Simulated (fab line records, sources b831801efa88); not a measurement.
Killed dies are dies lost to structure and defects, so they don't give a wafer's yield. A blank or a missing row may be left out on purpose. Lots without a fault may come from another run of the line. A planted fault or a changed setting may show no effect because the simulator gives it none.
A struck lot beside a sound one | flow sfq_line | 24 steps out of a route of 325
Sound: wafers L366.3, L366.5, L366.6. Struck: wafers L365.2, L365.3, L365.6. The cause comes at the end.
At each step with rows: each side's tool, then ch and its chambers, then its first start. Under that, the readings that differ: sound wafers | struck wafers | difference of the means | sigmas: that difference in standard deviations of wafers without a fault.
alike: readings whose means differ by less than 2 such deviations, and words and numbers that are the same on both sides. not compared: withheld readings, readings that some wafer has no value for, bounds like >300 that may hide the same value, and numbers for which the record gives no deviation and whose values overlap.
The two part at a step that has a row with sigmas, a row that says differs or no value, or rows on one side only. Numbers that don't overlap but have no deviation are shown without sigmas and don't part them. A reading that every wafer of one side lacks parts them only if that side has two wafers or more.

first, 6 steps without rows for these wafers: SFQ_TRILAYER_I1_VIA_LITHO_COAT_054 (resist thk 62 nm); SFQ_TRILAYER_I1_VIA_LITHO_COAT_049 (resist thk 650 nm); SFQ_TRILAYER_I1_VIA_LITHO_SOFTBAKE_053; SFQ_TRILAYER_I1_VIA_LITHO_EXPOSE_050 (exposes mask I1, target cd 500 nm); SFQ_TRILAYER_I1_VIA_LITHO_PEB_052 (peb time 60 s); SFQ_TRILAYER_I1_VIA_LITHO_DEVELOP_051 (time 60 s).
SFQ_I1_OVL_MEAS_913:
  sound on overlay-02, day 36 19:59; struck on overlay-02, day 30 07:01
  alike: I1_OVL
SFQ_TRILAYER_I1_VIA_BARC_OPEN_VIA_ETCH_071: etches BARC in O2, target depth 125 nm, time 41.7 s.
  sound on rie_diel-01 ch 2,3, day 36 20:01; struck on rie_diel-04 ch 0,1,3, day 30 07:02
  alike: drypump_motor_current_A, oes_product_au, rf_fwd_power_W
  not compared: rf_hours_counter_h
SFQ_TRILAYER_I1_VIA_ETCH_VIA_ETCH_052: etches SiO2 in CHF3, stops on Nb, target depth 260 nm.
  sound on rie_diel-01 ch 2,3, day 36 20:03; struck on rie_diel-04 ch 0,1,3, day 30 07:05
  alike: drypump_motor_current_A, oes_product_au, rf_fwd_power_W
SFQ_TRILAYER_I1_VIA_STRIP_STRIP_053: strips in O2.
  sound on rie_metal-01 ch 0,1, day 36 20:22; struck on rie_metal-02 ch 1, day 30 07:11
  reading                      | sound          | struck         | difference | sigmas
  he_backside_leak_sccm (sccm) | 3.73 3.69 3.78 | 3.19 3.10 3.08 | -0.61      | -3
  alike: drypump_motor_current_A, oes_product_au
  not compared: rf_hours_counter_h
then, 2 steps without rows for these wafers: SFQ_TRILAYER_I1_VIA_STRIP_SOLV_CLEAN_054 (cleans in NMP, time 600 s); SFQ_TRILAYER_M2_DEP_PRE_CLEAN_056 (time 22.5 s).
SFQ_TRILAYER_M2_DEP_SPUTTER_055: material Nb, target thk 200 nm, time 133.3 s.
  sound on pvd_sputter-03, day 36 20:59; struck on pvd_sputter-04, day 30 08:00
  no value came back on the struck wafers for base_pressure_pa (Pa), cathode_dc_power_W (W), resputter_cathode_voltage_v (V), throttle_valve_pct (%); on the sound wafers base_pressure_pa (Pa) reads 1.29e-06 1.42e-06 1.17e-06
SFQ_M2_RS_MEAS_914: measures by four-point-probe.
  sound on film_metro-04, day 36 21:08; struck on film_metro-04, day 30 08:07
  reading           | sound             | struck | difference                    | sigmas
  M2_NB_RS (ohm/sq) | 0.874 0.888 0.884 | - - -  | no value on the struck wafers |
then, 6 steps without rows for these wafers: SFQ_TRILAYER_M2_LITHO_COAT_062 (resist thk 62 nm); SFQ_TRILAYER_M2_LITHO_COAT_057 (resist thk 600 nm); SFQ_TRILAYER_M2_LITHO_SOFTBAKE_061; SFQ_TRILAYER_M2_LITHO_EXPOSE_058 (exposes mask M2, target cd 500 nm); SFQ_TRILAYER_M2_LITHO_PEB_060 (peb time 60 s); SFQ_TRILAYER_M2_LITHO_DEVELOP_059 (time 60 s).
-- the record jumps here: 6 days lie between the struck wafers' starts before and after --
SFQ_M2_OVL_MEAS_916:
  sound on overlay-02, day 36 23:39; struck on overlay-02, day 36 16:23
  reading     | sound   | struck   | difference | sigmas
  M2_OVL (nm) | 10 12 8 | -8 -5 -6 | -16        | -2
SFQ_TRILAYER_M2_BARC_OPEN_METAL_ETCH_077: etches BARC in O2, target depth 125 nm, time 41.7 s.
  sound on rie_metal-04 ch 0,1, day 36 23:42; struck on rie_metal-03 ch 0,1, day 36 16:25
  reading                      | sound          | struck         | difference | sigmas
  he_backside_leak_sccm (sccm) | 3.75 3.68 5.83 | 3.69 3.58 3.47 | -0.84      | -4
  alike: drypump_motor_current_A, oes_product_au, rf_fwd_power_W
  not compared: rf_hours_counter_h
SFQ_TRILAYER_M2_ETCH_METAL_ETCH_060: etches Nb in Cl2/Ar, stops on SiO2, target depth 240 nm, time 120 s.
  sound on rie_metal-04 ch 0,1, day 36 23:47; struck on rie_metal-03 ch 0,1, day 36 16:28
  reading               | sound             | struck            | difference | sigmas
  oes_product_au (a.u.) | 0.901 0.895 0.899 | 0.383 0.377 0.378 | -0.519     | -71
  alike: drypump_motor_current_A, he_backside_leak_sccm, rf_fwd_power_W
  not compared: rf_hours_counter_h
SFQ_TRILAYER_M2_STRIP_STRIP_061: strips in O2.
  sound on rie_metal-04 ch 0,1, day 37 00:04; struck on rie_metal-03 ch 0,1, day 36 16:36
  alike: drypump_motor_current_A, he_backside_leak_sccm, oes_product_au
  not compared: rf_hours_counter_h

WHERE THEY PART
First at SFQ_TRILAYER_I1_VIA_STRIP_STRIP_053; last, within this record, at SFQ_TRILAYER_M2_ETCH_METAL_ETCH_060. Later steps at which nothing parts them and some readings are alike: SFQ_TRILAYER_M2_STRIP_STRIP_061.

WHY: what the simulator had put in
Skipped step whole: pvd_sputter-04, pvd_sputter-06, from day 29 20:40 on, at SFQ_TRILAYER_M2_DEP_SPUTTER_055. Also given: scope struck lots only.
